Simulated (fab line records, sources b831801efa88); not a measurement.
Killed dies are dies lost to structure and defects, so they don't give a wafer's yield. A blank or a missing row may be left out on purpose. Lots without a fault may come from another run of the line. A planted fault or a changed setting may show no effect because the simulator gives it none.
A struck lot beside a sound one | flow sky130 | 15 steps out of a route of 708
Sound: wafers L920.3, L920.5, L920.6. Struck: wafer L927.6. (L927.3, L927.5 of the same lot were not struck and are left out.) The cause comes at the end.
At each step with rows: each side's tool, then ch and its chambers, then its first start. Under that, the readings that differ: sound wafers | struck wafers | difference of the means | sigmas: that difference in standard deviations of wafers without a fault.
alike: readings whose means differ by less than 2 such deviations, and words and numbers that are the same on both sides. not compared: withheld readings, readings that some wafer has no value for, bounds like >300 that may hide the same value, and numbers for which the record gives no deviation and whose values overlap.
The two part at a step that has a row with sigmas, a row that says differs or no value, or rows on one side only. Numbers that don't overlap but have no deviation are shown without sigmas and don't part them. A reading that every wafer of one side lacks parts them only if that side has two wafers or more.

first, 7 steps without rows for these wafers: SKY_METAL3_HMDS_06 (prime time 60 s); SKY_METAL3_COAT_07 (resist thk 60 nm); SKY_METAL3_COAT_08 (resist thk 1140 nm); SKY_METAL3_SOFTBAKE_09 (time 90 s); SKY_METAL3_EXPOSE_10 (exposes mask MM3, target cd 300 nm); SKY_METAL3_PEB_11; SKY_METAL3_DEVELOP_12 (develop time 57.97 s).
SKY_METAL3_CD_MEAS_13: target cd 300 nm.
  sound on cd_sem-01, day 39 20:12; struck on cd_sem-02, day 41 05:06
  reading    | sound             | struck | difference | sigmas
  cd_nm (nm) | 301.9 301.6 304.1 | 299.7  | -2.8       | -2
SKY_METAL3_OVL_MEAS_14:
  sound on overlay-02, day 39 20:17; struck on overlay-02, day 41 05:11
  alike: METAL3_OVL
SKY_METAL3_DESCUM_15: chemistry O2, time 8 s.
  sound on rie_metal-03 ch 0,1, day 39 20:19; struck on rie_metal-04 ch 0, day 41 05:13
  alike: drypump_motor_current_A, oes_product_au
  not compared: rf_hours_counter_h
SKY_METAL3_ETCH_16: etches BARC in N2/H2, stops on SiO2, time 88.2 s, target depth 60 nm.
  sound on rie_metal-03 ch 0,1, day 39 20:23; struck on rie_metal-04 ch 0, day 41 05:17
  reading    | sound              | struck | difference | sigmas
  bias_w (W) | 99.77 100.05 99.71 | 100.56 | +0.72      | +2
  alike: drypump_motor_current_A, oes_product_au, throttle_valve_pct
  not compared: rf_hours_counter_h
SKY_METAL3_ETCH_17: etches SiO2 in C4F8/O2/Ar, stops on TiN, time 3.9 s, target depth 15 nm.
  sound on rie_diel-01 ch 0,2, day 39 20:27; struck on rie_diel-01 ch 2, day 41 05:20
  reading               | sound             | struck | difference | sigmas
  oes_product_au (a.u.) | 0.757 0.756 0.754 | 0.737  | -0.019     | -2
  alike: bias_w
  not compared: rf_hours_counter_h
SKY_METAL3_METAL_ETCH_18: etches the open film in Cl2/BCl3, stops on SiO2, target depth 845 nm, time 183.1 s.
  sound on rie_metal-01 ch 0, day 39 20:35; struck on rie_metal-01 ch 0, day 41 05:25
  reading                | sound                | struck | difference | sigmas
  bias_w (W)             | 48.71 48.58 48.42    | 46.87  | -1.70      | -11
  throttle_valve_pct (%) | 22.256 22.269 22.251 | 22.280 | +0.021     | +2
  alike: drypump_motor_current_A, oes_product_au
  not compared: rf_hours_counter_h
SKY_METAL3_STRIP_19: strips in O2/N2.
  sound on plasma_asher-04 ch 0,1, day 39 20:52; struck on plasma_asher-03 ch 1, day 41 05:34
  reading                      | sound             | struck | difference | sigmas
  oes_product_au (a.u.)        | 0.491 0.510 0.490 | 0.515  | +0.018     | +3
  strip_time_to_endpoint_s (s) | 6.42 6.52 6.47    | 6.61   | +0.14      | +2
  alike: drypump_motor_current_A
  not compared: rf_hours_counter_h
-- the record jumps here: 7 days lie between the struck wafers' starts before and after (it left off in module METAL3 and takes up again in module PAD_OPEN, whose first step shown is number 708 of the route) --
SKY_PAD_OPEN_PROBE_99:
  sound on prober-02, day 46 20:55; struck on prober-02, day 48 02:11
  reading     | sound    | struck | difference | sigmas
  killed_open | 50 50 41 | 31     | -16        | -2
  alike: defect_limited_yield, killed_at_M0_to_M3, killed_at_M4_up, killed_at_contacts, killed_at_front_end, killed_at_other, killed_dies, killed_short, sort_bin_3_pad_short, sort_bin_5_function, sort_bin_6_memory, sort_n_pass, sort_yield_pct

WHERE THEY PART
First at SKY_METAL3_CD_MEAS_13; last, within this record, at SKY_PAD_OPEN_PROBE_99.

WHY: what the simulator had put in
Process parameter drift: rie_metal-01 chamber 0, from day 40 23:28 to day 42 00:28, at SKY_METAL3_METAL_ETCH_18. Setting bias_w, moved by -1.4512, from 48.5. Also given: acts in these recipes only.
